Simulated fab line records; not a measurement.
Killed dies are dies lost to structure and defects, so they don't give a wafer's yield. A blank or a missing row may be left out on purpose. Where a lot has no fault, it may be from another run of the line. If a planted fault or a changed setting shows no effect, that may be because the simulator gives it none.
Struck lot and sound lot, side by side / flow sky130 / 16 steps out of a route of 708
Sound: these wafers, L886.1, L886.3, L886.6. Wafers struck: L873.3, L873.5, L873.6. Last of all comes the cause.
For every step that has rows: the tool of each side, followed by ch and its chambers, followed by its first start. Under that, the readings that differ: sound wafers / struck wafers / difference of the means / sigmas: that difference in standard deviations of wafers without a fault.
alike: a reading whose means differ by less than 2 such deviations, as well as words and numbers matching on both sides. not compared: withheld readings; readings where some wafer has no value; bounds like >300 that might hide an equal value; numbers whose values overlap and for which the record gives no deviation.
A row with sigmas, a row that says differs or no value, or rows on one side alone: a step with any of these is where the two part. Non-overlapping numbers with no deviation appear without sigmas and do not part them. Lack of a reading on every wafer of one side parts them only where that side has two or more wafers.

first, 5 steps without rows for these wafers: SKY_SONOS_TUNNEL_COAT_02 (resist thk 1140 nm); SKY_SONOS_TUNNEL_SOFTBAKE_03 (time 60 s); SKY_SONOS_TUNNEL_EXPOSE_04 (exposes mask TUNM, target cd 410 nm); SKY_SONOS_TUNNEL_PEB_05; SKY_SONOS_TUNNEL_DEVELOP_06 (develop time 60 s).
SKY_SONOS_TUNNEL_CD_MEAS_07: target cd 410 nm.
  struck on cdSem-01, day 13 06:34; sound on cdSem-02, day 17 11:01
  alike: cdNm
SKY_SONOS_TUNNEL_OVL_MEAS_08:
  struck on overlay-02, day 13 06:39; sound on overlay-02, day 17 11:08
  alike: SONOS_TUNNEL_OVL
then, 3 steps without rows for these wafers: SKY_SONOS_TUNNEL_IMPLANT_09; SKY_SONOS_TUNNEL_WET_ETCH_10 (etches SiO2 in dHF, target depth 14 nm, time 280 s); SKY_SONOS_TUNNEL_STRIP_11 (strips in SPM, time 600 s).
SKY_SONOS_TUNNEL_TW_MEAS_12:
  struck on filmMetro-03, day 13 07:07; sound on filmMetro-04, day 17 11:47
  alike: SONOS_TUNNEL_TW
then, 1 step without rows for these wafers: SKY_SONOS_TUNNEL_CLEAN_13 (cleans in dHF, time 20 s).
SKY_SONOS_ONO_OXIDATION_00: stabilise 600 s, purge 300 s, target thk 2.6 nm.
  sound on furnace-02 ch 0, day 17 13:08; struck on furnace-02 ch 0, day 13 07:46
reading=model.SiO2_of_SONOS_ONO_OXIDATION_00.thkNm (nm); sound=2.529 2.554 2.548; struck=3.476 3.428 3.514; difference=+0.929; sigmas=
SKY_SONOS_ONO_THK_MEAS_01:
  struck on filmMetro-03, day 13 09:07; sound on filmMetro-02, day 17 14:29
reading=SONOS_ONO_OXIDATION_THK (nm); sound=2.56 2.57 2.53; struck=3.50 3.41 3.55; difference=+0.93; sigmas=+14
then, 1 step without rows for these wafers: SKY_SONOS_ONO_CVD_02 (deposits Si3N4 from DCS/NH3, target thk 10.5 nm, time 180 s).
-- a jump in the record: the struck wafers' starts before and after are 34 days apart (it breaks off in module SONOS_ONO and resumes in module PAD_OPEN, where the first step shown is number 708 of the route) --
SKY_PAD_OPEN_PROBE_99:
  struck on prober-02, day 47 07:00; sound on prober-01, day 50 11:16
reading=model.etest.sonosErased.driveUaUm; sound=183 164; struck=21.68 22.5; difference=-151.41; sigmas=
reading=model.etest.sonosUncharged.rOnOhmUm; sound=823.2 817; struck=841.2 832; difference=+16.5; sigmas=
reading=model.etest.sonosErased.vtV (V); sound=-2.328 -2.264; struck=-0.3946 -0.3997; difference=+1.8988; sigmas=
reading=model.etest.capOno.gateLog10ACm2; sound=-7.923 -8.013; struck=-9.051 -8.952; difference=-1.034; sigmas=
reading=model.etest.sonosProgrammed.offLog10AUm; sound=-14.05 -13.82; struck=-13.61 -13.23; difference=+0.52; sigmas=
reading=model.etest.capOno.gateBvV (V); sound=16.35 16.56; struck=17.63 16.7; difference=+0.71; sigmas=
reading=model.etest.capOno.toxAccNm (nm); sound=12.82 12.96; struck=13.73 13.64; difference=+0.79; sigmas=
reading=model.etest.sonosProgrammed.vtV (V); sound=1.478 1.41; struck=1.064 1.032; difference=-0.396; sigmas=

== WHERE THEY PART ==
Within this record, at SKY_SONOS_ONO_THK_MEAS_01 only.

WHY: what the simulator had put in
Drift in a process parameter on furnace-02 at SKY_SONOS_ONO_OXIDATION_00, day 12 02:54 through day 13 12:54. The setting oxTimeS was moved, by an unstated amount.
